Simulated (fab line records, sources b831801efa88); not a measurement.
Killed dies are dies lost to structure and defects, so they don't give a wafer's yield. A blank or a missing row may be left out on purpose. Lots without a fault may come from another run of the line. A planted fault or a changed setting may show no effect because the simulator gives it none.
A struck lot beside a sound one | flow sky130 | 35 steps out of a route of 708
Sound: wafers L426.3, L426.5, L426.6. Struck: wafers L417.2, L417.3, L417.5. The cause comes at the end.
At each step with rows: each side's tool, then ch and its chambers, then its first start. Under that, the readings that differ: sound wafers | struck wafers | difference of the means | sigmas: that difference in standard deviations of wafers without a fault.
alike: readings whose means differ by less than 2 such deviations, and words and numbers that are the same on both sides. not compared: withheld readings, readings that some wafer has no value for, bounds like >300 that may hide the same value, and numbers for which the record gives no deviation and whose values overlap.
The two part at a step that has a row with sigmas, a row that says differs or no value, or rows on one side only. Numbers that don't overlap but have no deviation are shown without sigmas and don't part them. A reading that every wafer of one side lacks parts them only if that side has two wafers or more.

SKY_SD_P_CD_MEAS_07: target cd 380 nm.
  sound on cd_sem-01, day 33 04:27; struck on cd_sem-02, day 29 09:52
  alike: cd_nm
SKY_SD_P_OVL_MEAS_08:
  sound on overlay-01, day 33 04:32; struck on overlay-01, day 29 09:58
  alike: SD_P_OVL
then, 1 step without rows for these wafers: SKY_SD_P_IMPLANT_09.
SKY_SD_P_STRIP_10: strips in O2/N2.
  sound on plasma_asher-03 ch 0,1, day 33 04:45; struck on plasma_asher-04 ch 0,1, day 29 10:08
  alike: drypump_motor_current_A, o2_flow_sccm, oes_product_au, strip_time_to_endpoint_s
  not compared: rf_hours_counter_h
SKY_SD_P_TW_MEAS_11:
  sound on film_metro-02, day 33 04:50; struck on film_metro-02, day 29 10:15
  alike: SD_P_TW
then, 7 steps without rows for these wafers: SKY_RES_XHIGH_DEHYDRATE_00 (time 60 s); SKY_RES_XHIGH_HMDS_01 (prime time 60 s); SKY_RES_XHIGH_COAT_02 (resist thk 1140 nm); SKY_RES_XHIGH_SOFTBAKE_03 (time 60 s); SKY_RES_XHIGH_EXPOSE_04 (exposes mask URPM, target cd 1270 nm); SKY_RES_XHIGH_PEB_05; SKY_RES_XHIGH_DEVELOP_06 (develop time 60 s).
SKY_RES_XHIGH_IMPLANT_07:
  sound on implanter-04 ch 0, day 34 06:23; struck on implanter-03 ch 0, day 30 13:31
  reading            | sound                       | struck                        | difference | sigmas
  dose_ions_cm2      | 3.595e+14 3.608e+14 3.6e+14 | 4.023e+14 4.015e+14 4.016e+14 | +4.170e+13 | +91
  faraday_current_uA | 479 485 477                 | 629 648 625                   | +154       | +2
SKY_RES_XHIGH_STRIP_08: strips in O2/N2.
  sound on plasma_asher-01 ch 0,1, day 34 06:31; struck on plasma_asher-03 ch 0,1, day 30 13:38
  reading                      | sound             | struck            | difference | sigmas
  drypump_motor_current_A (A)  | 4.8 5.3 4.8       | 5.8 5.8 5.5       | +0.7       | +2
  strip_time_to_endpoint_s (s) | 14.27 14.21 14.24 | 14.38 14.35 14.31 | +0.11      | +3
  alike: o2_flow_sccm, oes_product_au
  not compared: rf_hours_counter_h
SKY_RES_XHIGH_TW_MEAS_09:
  sound on film_metro-02, day 34 06:36; struck on film_metro-04, day 30 13:45
  alike: RES_XHIGH_TW
then, 7 steps without rows for these wafers: SKY_SD_N_DEHYDRATE_00 (time 60 s); SKY_SD_N_HMDS_01 (prime time 60 s); SKY_SD_N_COAT_02 (resist thk 1140 nm); SKY_SD_N_SOFTBAKE_03 (time 60 s); SKY_SD_N_EXPOSE_04 (exposes mask NSDM, target cd 380 nm); SKY_SD_N_PEB_05; SKY_SD_N_DEVELOP_06 (develop time 60 s).
SKY_SD_N_CD_MEAS_07: target cd 380 nm.
  sound on cd_sem-01, day 35 09:26; struck on cd_sem-01, day 31 17:05
  reading    | sound             | struck            | difference | sigmas
  cd_nm (nm) | 383.5 385.3 384.3 | 379.7 381.9 379.8 | -3.9       | -3
SKY_SD_N_OVL_MEAS_08:
  sound on overlay-01, day 35 09:31; struck on overlay-02, day 31 17:12
  alike: SD_N_OVL
then, 2 steps without rows for these wafers: SKY_SD_N_IMPLANT_09; SKY_SD_N_IMPLANT_10.
SKY_SD_N_STRIP_11: strips in O2/N2.
  sound on plasma_asher-04 ch 0,1, day 35 09:53; struck on plasma_asher-01 ch 0,1, day 31 17:32
  reading                     | sound       | struck      | difference | sigmas
  drypump_motor_current_A (A) | 6.0 6.1 6.0 | 4.8 5.3 5.3 | -0.9       | -2
  alike: o2_flow_sccm, oes_product_au, strip_time_to_endpoint_s
  not compared: rf_hours_counter_h
SKY_SD_N_TW_MEAS_12:
  sound on film_metro-03, day 35 09:58; struck on film_metro-02, day 31 17:38
  alike: SD_N_TW
then, 1 step without rows for these wafers: SKY_SD_N_CLEAN_13 (cleans in SC1/SC2, time 150 s).
SKY_SD_N_RTA_14: time 2 s.
  sound on rtp_anneal-02 ch 0, day 35 10:04; struck on rtp_anneal-01 ch 0, day 31 17:45
  alike: anneal_temp_c_max, lamp_power_pct, ramp_down_c_per_s, wafer_temp_C_max
SKY_SD_N_RS_MEAS_16: measures by four-point-probe.
  sound on film_metro-03, day 35 10:16; struck on film_metro-03, day 31 17:56
  alike: SD_N_RS
SKY_SD_N_RS_MEAS_17: measures by four-point-probe.
  sound on film_metro-03, day 35 10:23; struck on film_metro-03, day 31 18:03
  alike: SD_P_RS
SKY_SD_N_RS_MEAS_18: measures by four-point-probe.
  sound on film_metro-03, day 35 10:31; struck on film_metro-03, day 31 18:10
  reading               | sound             | struck            | difference | sigmas
  RES_XHIGH_RS (ohm/sq) | 332.2 332.1 331.3 | 304.5 304.3 304.9 | -27.3      | -25
then, 1 step without rows for these wafers: SKY_SALICIDE_CLEAN_00 (cleans in HF-last, time 30 s).
-- the record jumps here: 17 days lie between the struck wafers' starts before and after (it left off in module SALICIDE and takes up again in module PAD_OPEN, whose first step shown is number 708 of the route) --
SKY_PAD_OPEN_PROBE_99:
  sound on prober-01, day 50 22:25; struck on prober-02, day 48 12:42
  reading                              | sound          | struck         | difference | sigmas
  killed_at_front_end                  | 15 10 16       | 19 26 29       | +11        | +2
  model.etest.res_xhigh_po.line_ohm_um | 5656 5658 5571 | 4843 4742 4883 | -806       |
  model.etest.res_xhigh_po.rs_ohm_sq   | 1950 1984 1972 | 1661 1650 1712 | -294       |
  alike: killed_at_M0_to_M3, killed_at_M4_up, killed_at_contacts, killed_at_other, killed_dies, killed_open, killed_short

WHERE THEY PART
First at SKY_RES_XHIGH_IMPLANT_07; last, within this record, at SKY_PAD_OPEN_PROBE_99.

WHY: what the simulator had put in
Process parameter drift: implanter-03, from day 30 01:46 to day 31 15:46, at SKY_RES_XHIGH_IMPLANT_07. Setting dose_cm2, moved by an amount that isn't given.
